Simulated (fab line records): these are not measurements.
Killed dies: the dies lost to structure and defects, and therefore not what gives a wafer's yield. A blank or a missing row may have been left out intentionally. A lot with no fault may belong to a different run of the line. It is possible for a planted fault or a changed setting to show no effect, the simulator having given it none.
A struck lot beside a sound one :: flow sky130 :: 16 steps out of a route of 708
Sound: wafers L213.3, L213.4, L213.6. Struck: wafer L211.1 (left out: L211.2, a lot-mate that was not struck); the cause follows at the end.
Order at every step that has rows: each side's tool, ch and its chambers, its first start. Under that, the readings that differ: sound wafers :: struck wafers :: difference of the means :: sigmas: that difference in standard deviations of wafers without a fault.
alike: a reading whose means differ by less than 2 such deviations, as well as words and numbers matching on both sides. not compared: withheld readings; readings where some wafer has no value; bounds like >300 that might hide an equal value; numbers whose values overlap and for which the record gives no deviation.
The two part at a step that has a row with sigmas, a row that says differs or no value, or rows on one side only. Numbers that have no deviation but don't overlap get no sigmas and don't part them. A reading missing from all wafers of one side parts the sides only when that side holds two or more wafers.

first, 2 steps without rows for these wafers: SKY_METAL4_PEB_11; SKY_METAL4_DEVELOP_12 (develop time 60 s).
SKY_METAL4_CD_MEAS_13: target cd 300 nm.
  sound on cd sem-02, day 47 11:04; struck on cd sem-01, day 47 08:07
  alike: cd nm
SKY_METAL4_OVL_MEAS_14:
  sound on overlay-01, day 47 11:10; struck on overlay-02, day 47 08:14
  alike: METAL4_OVL
SKY_METAL4_DESCUM_15: chemistry O2, time 8 s.
  sound on rie metal-01 ch 0,1, day 47 11:12; struck on rie metal-01 ch 1, day 47 08:16
reading: rf hours counter h (h)
sound: - - -
struck: 22
difference: no value on the sound wafers
sigmas: 
  alike: drypump motor current A, oes product au
SKY_METAL4_ETCH_16: etches BARC in N2/H2, stops on SiO2, time 88.2 s, target depth 60 nm.
  sound on rie metal-01 ch 0,1, day 47 11:15; struck on rie metal-01 ch 1, day 47 08:17
reading: rf hours counter h (h)
sound: - - -
struck: 22
difference: no value on the sound wafers
sigmas: 
  alike: drypump motor current A, oes product au, throttle valve pct
SKY_METAL4_ETCH_17: etches SiO2 in C4F8/O2/Ar, stops on TiN, time 3.9 s, target depth 15 nm.
  sound on rie diel-04 ch 0,2, day 47 11:19; struck on rie diel-04 ch 1, day 47 08:23
  alike: oes product au
  not compared: rf hours counter h
then, 1 step without rows for these wafers: SKY_METAL4_METAL_ETCH_18 (etches the open film in Cl2/BCl3, stops on SiO2, target depth 845 nm, time 183.1 s).
SKY_METAL4_STRIP_19: strips in O2/N2.
  sound on plasma asher-03 ch 0,1, day 47 11:32; struck on plasma asher-03 ch 1, day 47 08:35
reading: rf hours counter h (h)
sound: - - -
struck: 98
difference: no value on the sound wafers
sigmas: 
  alike: drypump motor current A, oes product au, strip time to endpoint s
then, 3 steps without rows for these wafers: SKY_METAL4_STRIP_20 (strips in post etch residue remover, time 1200 s); SKY_METAL4_CLEAN_21 (cleans in IPA, time 180 s); SKY_METAL4_CLEAN_22 (cleans in O3/DIW).
SKY_VIA4_HDPCVD_00: deposits SiO2, target thk 1750 nm, time 291.7 s.
  sound on hdpcvd-02 ch 0,1, day 47 12:06; struck on hdpcvd-01 ch 1, day 47 09:13
reading: model.SiO2_of_VIA4_HDPCVD_00.thk nm (nm)
sound: 1732 1734 1765
struck: 3292
difference: +1548
sigmas: 
SKY_VIA4_THK_MEAS_01:
  sound on film metro-04, day 47 12:18; struck on film metro-04, day 47 09:24
reading: VIA4_HDPCVD_THK (nm)
sound: 1733 1736 1764
struck: 3292
difference: +1548
sigmas: +86
SKY_VIA4_CMP_02: polishes SiO2.
  sound on cmp-02 ch 0,2,3, day 47 12:20; struck on cmp-02 ch 0, day 47 09:28
  alike: motor current A
-- the record jumps here: 3 days lie between the struck wafers' starts before and after (it left off in module VIA4 and takes up again in module PAD_OPEN, whose first step shown is number 708 of the route) --
SKY_PAD_OPEN_PROBE_99:
  sound on prober-01, day 50 15:52; struck on prober-02, day 50 13:21
reading: killed_at_M4_up
sound: 4 1 3
struck: 7
difference: +4
sigmas: +2
  alike: defect limited yield, killed_at_M0_to_M3, killed at contacts, killed at front end, killed at other, killed dies, killed on rim, killed open, killed short, sort_bin_3_pad_short, sort_bin_5_function, sort_bin_6_memory, sort n pass, sort yield pct

== WHERE THEY PART ==
Last at SKY_PAD_OPEN_PROBE_99 as far as this record goes, first at SKY_METAL4_DESCUM_15.

WHY: whatever the simulator had introduced
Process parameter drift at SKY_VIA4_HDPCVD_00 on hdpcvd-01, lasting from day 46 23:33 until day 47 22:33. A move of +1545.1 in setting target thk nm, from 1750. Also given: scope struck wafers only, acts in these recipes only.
